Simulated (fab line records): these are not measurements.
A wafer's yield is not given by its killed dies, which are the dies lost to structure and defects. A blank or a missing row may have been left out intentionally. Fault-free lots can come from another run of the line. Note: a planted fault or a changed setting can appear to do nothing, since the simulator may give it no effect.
Split-lot experiment || flow gf180mcu || route with 602 steps; 5 lots, 23 wafers read

## THE SPLIT ITSELF
At GF_VT_IMPLANT_STRIP_20 (strips in O2/N2), the setting power w was moved away from the recipe's 1400 W on 8 of the 23 wafers read, by -7.9% to +8.9%. All remaining wafers had this setting at the recipe value.

The reading comes from the split's own step.

## THE READING
oes product au, in a.u., at GF_VT_IMPLANT_STRIP_20 (strips in O2/N2). A value of 0.716 a.u. with a standard deviation of 0.0049 a.u. is what fault-free wafers of this fab line usually give.

{"wafer": "L074.2", "tool, chamber at the split": "plasma asher-04, 0", "power w as run, W": 1400, "against the recipe": "recipe", "oes product au, a.u.": 0.722, "against lot-mates on the recipe": "-"}
{"wafer": "L074.4", "tool, chamber at the split": "plasma asher-04, 1", "power w as run, W": 1400, "against the recipe": "recipe", "oes product au, a.u.": 0.717, "against lot-mates on the recipe": "-"}
{"wafer": "L074.6", "tool, chamber at the split": "plasma asher-04, 1", "power w as run, W": 1400, "against the recipe": "recipe", "oes product au, a.u.": 0.712, "against lot-mates on the recipe": "-"}
{"wafer": "L076.1", "tool, chamber at the split": "plasma asher-01, 0", "power w as run, W": 1400, "against the recipe": "recipe", "oes product au, a.u.": 0.716, "against lot-mates on the recipe": "-"}
{"wafer": "L076.2", "tool, chamber at the split": "plasma asher-01, 1", "power w as run, W": 1290, "against the recipe": "-7.9%", "oes product au, a.u.": 0.679, "against lot-mates on the recipe": -0.036}
{"wafer": "L076.3", "tool, chamber at the split": "plasma asher-01, 0", "power w as run, W": 1400, "against the recipe": "recipe", "oes product au, a.u.": 0.715, "against lot-mates on the recipe": "-"}
{"wafer": "L076.5", "tool, chamber at the split": "plasma asher-01, 0", "power w as run, W": 1290, "against the recipe": "-7.9%", "oes product au, a.u.": 0.687, "against lot-mates on the recipe": -0.028}
{"wafer": "L076.6", "tool, chamber at the split": "plasma asher-01, 1", "power w as run, W": 1290, "against the recipe": "-7.9%", "oes product au, a.u.": 0.689, "against lot-mates on the recipe": -0.027}
{"wafer": "L077.1", "tool, chamber at the split": "plasma asher-02, 1", "power w as run, W": 1400, "against the recipe": "recipe", "oes product au, a.u.": 0.709, "against lot-mates on the recipe": "-"}
{"wafer": "L077.3", "tool, chamber at the split": "plasma asher-02, 0", "power w as run, W": 1400, "against the recipe": "recipe", "oes product au, a.u.": 0.719, "against lot-mates on the recipe": "-"}
{"wafer": "L077.4", "tool, chamber at the split": "plasma asher-02, 1", "power w as run, W": 1512, "against the recipe": "+8.0%", "oes product au, a.u.": 0.753, "against lot-mates on the recipe": "+0.037"}
{"wafer": "L077.5", "tool, chamber at the split": "plasma asher-02, 1", "power w as run, W": 1512, "against the recipe": "+8.0%", "oes product au, a.u.": 0.748, "against lot-mates on the recipe": "+0.032"}
{"wafer": "L077.6", "tool, chamber at the split": "plasma asher-02, 0", "power w as run, W": 1400, "against the recipe": "recipe", "oes product au, a.u.": 0.719, "against lot-mates on the recipe": "-"}
{"wafer": "L081.2", "tool, chamber at the split": "plasma asher-01, 0", "power w as run, W": 1524, "against the recipe": "+8.9%", "oes product au, a.u.": 0.740, "against lot-mates on the recipe": "+0.028"}
{"wafer": "L081.3", "tool, chamber at the split": "plasma asher-01, 1", "power w as run, W": 1524, "against the recipe": "+8.9%", "oes product au, a.u.": 0.751, "against lot-mates on the recipe": "+0.039"}
{"wafer": "L081.4", "tool, chamber at the split": "plasma asher-01, 0", "power w as run, W": 1524, "against the recipe": "+8.9%", "oes product au, a.u.": 0.753, "against lot-mates on the recipe": "+0.041"}
{"wafer": "L081.5", "tool, chamber at the split": "plasma asher-01, 0", "power w as run, W": 1400, "against the recipe": "recipe", "oes product au, a.u.": 0.710, "against lot-mates on the recipe": "-"}
{"wafer": "L081.6", "tool, chamber at the split": "plasma asher-01, 1", "power w as run, W": 1400, "against the recipe": "recipe", "oes product au, a.u.": 0.714, "against lot-mates on the recipe": "-"}
{"wafer": "L084.1", "tool, chamber at the split": "plasma asher-02, 0", "power w as run, W": 1400, "against the recipe": "recipe", "oes product au, a.u.": 0.718, "against lot-mates on the recipe": "-"}
{"wafer": "L084.2", "tool, chamber at the split": "plasma asher-02, 1", "power w as run, W": 1400, "against the recipe": "recipe", "oes product au, a.u.": 0.721, "against lot-mates on the recipe": "-"}
{"wafer": "L084.3", "tool, chamber at the split": "plasma asher-02, 1", "power w as run, W": 1400, "against the recipe": "recipe", "oes product au, a.u.": 0.715, "against lot-mates on the recipe": "-"}
{"wafer": "L084.4", "tool, chamber at the split": "plasma asher-02, 0", "power w as run, W": 1400, "against the recipe": "recipe", "oes product au, a.u.": 0.714, "against lot-mates on the recipe": "-"}
{"wafer": "L084.5", "tool, chamber at the split": "plasma asher-02, 0", "power w as run, W": 1400, "against the recipe": "recipe", "oes product au, a.u.": 0.713, "against lot-mates on the recipe": "-"}

FIT RESULTS
A straight line over all 23 wafers: oes product au changes by +0.0039 a.u. for each +1% of power w; r = +0.98; the points scatter about the line by 0.0044 a.u.
The same after taking each lot's own level away (the mean of its wafers on the recipe; 23 wafers): +0.00406 a.u. for each +1%; r = +0.98; scatter 0.0041 a.u.
That fit puts the effect of the largest move of power w on the reading at 0.036 a.u.
Across the lots, their own levels run from 0.7120 to 0.7170 a.u., a range of 1.0 times the standard deviation given above.
Consequently the slope shifts little with the lot-to-lot level, the two slopes agreeing.
Check: with one of the wafers moved furthest among these (+8.9%) left out of the fit, the line predicts +0.038 a.u. for it against its lot-mates. It came out at +0.028 a.u. against them.
Tool readings at the split's step, against how far the setting was moved: oes product au r = +0.98; strip time to endpoint s r = -0.94.

## OTHER SPLITS ON THESE WAFERS
These wafers also went through other splits before the reading. Each is held against what the fit with the lots' levels taken away leaves over:
{"other split on the same wafers": "GF_STI_OXIDATION_01 temp c", "wafers away from the commonest value": 18, "r with oes product au (lot level and that fit taken away)": -0.02}
{"other split on the same wafers": "GF_STI_WET_ETCH_27 time s", "wafers away from the commonest value": 15, "r with oes product au (lot level and that fit taken away)": "+0.01"}
{"other split on the same wafers": "GF_NWELL_SOFTBAKE_03 temp c", "wafers away from the commonest value": 9, "r with oes product au (lot level and that fit taken away)": "+0.14"}
{"other split on the same wafers": "GF_LVPWELL_COAT_02 resist thk nm", "wafers away from the commonest value": 7, "r with oes product au (lot level and that fit taken away)": -0.15}
{"other split on the same wafers": "GF_LVPWELL_IMPLANT_09 dose cm2", "wafers away from the commonest value": 8, "r with oes product au (lot level and that fit taken away)": -0.08}
{"other split on the same wafers": "GF_MVSD_IMPLANT_08 dose cm2", "wafers away from the commonest value": 11, "r with oes product au (lot level and that fit taken away)": "+0.14"}
{"other split on the same wafers": "GF_MVPSD_IMPLANT_09 dose cm2", "wafers away from the commonest value": 8, "r with oes product au (lot level and that fit taken away)": -0.07}
{"other split on the same wafers": "GF_VT_IMPLANT_COAT_13 resist thk nm", "wafers away from the commonest value": 8, "r with oes product au (lot level and that fit taken away)": -0.15}

## THE WHOLE CHAIN: every reading that the file lists as answering this split, in the file's order
{"step": "GF_VT_IMPLANT_STRIP_20", "what it does": "strips in O2/N2", "reading": "oes product au", "change (the file's fit)": "+0.00408 a.u. for each +1% of the setting", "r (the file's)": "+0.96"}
{"step": "GF_VT_IMPLANT_STRIP_20", "what it does": "strips in O2/N2", "reading": "strip time to endpoint s", "change (the file's fit)": "withheld for each +1% of the setting", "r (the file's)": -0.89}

## THE FILE'S OWN FIT
oes product au changes by +0.00408 a.u. for each +1% of power w, r = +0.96.
